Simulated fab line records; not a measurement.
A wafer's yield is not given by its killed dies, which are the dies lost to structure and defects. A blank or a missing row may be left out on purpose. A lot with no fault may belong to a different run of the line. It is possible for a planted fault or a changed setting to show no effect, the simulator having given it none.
A struck lot beside a sound one :: flow sky130 :: 15 steps out of a route of 708
Sound: wafers L243.1, L243.2, L243.3. Wafers L239.1, L239.2, L239.5 were the ones struck. At the end, the cause is stated.
For every step that has rows: the tool of each side, followed by ch and its chambers, followed by its first start. Under that, the readings that differ: sound wafers :: struck wafers :: difference of the means :: sigmas: that difference in standard deviations of wafers without a fault.
alike: readings whose means differ by less than 2 such deviations, and words and numbers that are the same on both sides. not compared: withheld readings, readings that some wafer has no value for, bounds like >300 that may hide the same value, and numbers for which the record gives no deviation and whose values overlap.
Wherever a step has rows on one side only, a row that says differs or no value, or a row with sigmas, the two part there. Numbers that have no deviation but don't overlap get no sigmas and don't part them. Lack of a reading on every wafer of one side parts them only where that side has two or more wafers.

SKY_VIA1_OVL_MEAS_13:
  struck on overlay-02, day 37 16:19; sound on overlay-02, day 38 16:52
  alike: VIA1_OVL
SKY_VIA1_ETCH_14: etches BARC in N2/H2, stops on SiO2, time 45.9 s, target depth 60 nm.
  sound on rieDiel-03 ch 0,1,3, day 38 16:54; struck on rieDiel-02 ch 1,2, day 37 16:21
  alike: drypumpMotorCurrentA, n2FlowSccm, oesProductAu, throttleValvePct
  not compared: rfHoursCounterH
SKY_VIA1_ETCH_15: etches SiO2 in C4F8/O2/Ar, stops on TiN, target depth 351 nm, time 54 s.
  sound on rieDiel-03 ch 0,1,3, day 38 16:56; struck on rieDiel-02 ch 1,2, day 37 16:23
  alike: oesProductAu
  not compared: rfHoursCounterH
then, 5 steps without rows for these wafers: SKY_VIA1_STRIP_16 (strips in O2/N2); SKY_VIA1_STRIP_17 (strips in post etch residue remover, time 1200 s); SKY_VIA1_CLEAN_18 (cleans in IPA, time 180 s); SKY_VIA1_CLEAN_19 (cleans in O3/DIW); SKY_VIA1_SPUTTER_20 (material TiN, target thk 20 nm, time 80 s).
SKY_VIA1_CVD_21: deposits W, target thk 270 nm, time 80.902 s.
  sound on cvdW-01 ch 0,1, day 38 18:22; struck on cvdW-02 ch 0,1, day 37 17:16
  alike: chamberPressureTorr, heaterPowerW
SKY_VIA1_RS_MEAS_22: uses a four-point probe to measure.
  struck on filmMetro-02, day 37 17:22; sound on filmMetro-01, day 38 18:28
  alike: VIA1_W_RS
SKY_VIA1_THK_MEAS_23: measures by xrf.
  struck on filmMetro-02, day 37 17:29; sound on filmMetro-01, day 38 18:35
  alike: VIA1_W_THK
SKY_VIA1_CMP_24: polishes, stops on SiO2, t overpolish 15 s, target thk 0 nm.
  sound on cmp-02 ch 0,1,3, day 38 18:38; struck on cmp-01 ch 1,3, day 37 17:32
  alike: motorCurrentA, overpolishRunS, timeToEndpointS
SKY_METAL2_SPUTTER_00: material Ti, target thk 15 nm, time 10 s.
  struck on pvdSputter-04, day 37 17:50; sound on pvdSputter-01, day 38 18:56
reading: model.Ti_of_METAL2_SPUTTER_00.thkNm (nm)
sound: 15.12 14.91 14.93
struck: 14.11 13.97 14.15
difference: -0.91
sigmas: 
  alike: throttleValvePct
SKY_METAL2_SPUTTER_01: material TiN, target thk 20 nm, time 16.7 s.
  struck on pvdSputter-04, day 37 17:52; sound on pvdSputter-01, day 38 18:58
  alike: throttleValvePct
-- the record jumps here: 11 days lie between the struck wafers' starts before and after (it left off in module METAL2 and takes up again in module PAD_OPEN, whose first step shown is number 708 of the route) --
SKY_PAD_OPEN_PROBE_99:
  struck on prober-02, day 48 13:35; sound on prober-02, day 49 03:14
  alike: defectLimitedYield, killed_at_M0_to_M3, killed_at_M4_up, killedAtContacts, killedAtFrontEnd, killedAtOther, killedDies, killedOnRim, killedOpen, killedShort, sort_bin_3_pad_short, sort_bin_5_function, sort_bin_6_memory, sortNPass, sortYieldPct

== WHERE THEY PART ==
Nowhere in this record.

WHY: whatever the simulator had introduced
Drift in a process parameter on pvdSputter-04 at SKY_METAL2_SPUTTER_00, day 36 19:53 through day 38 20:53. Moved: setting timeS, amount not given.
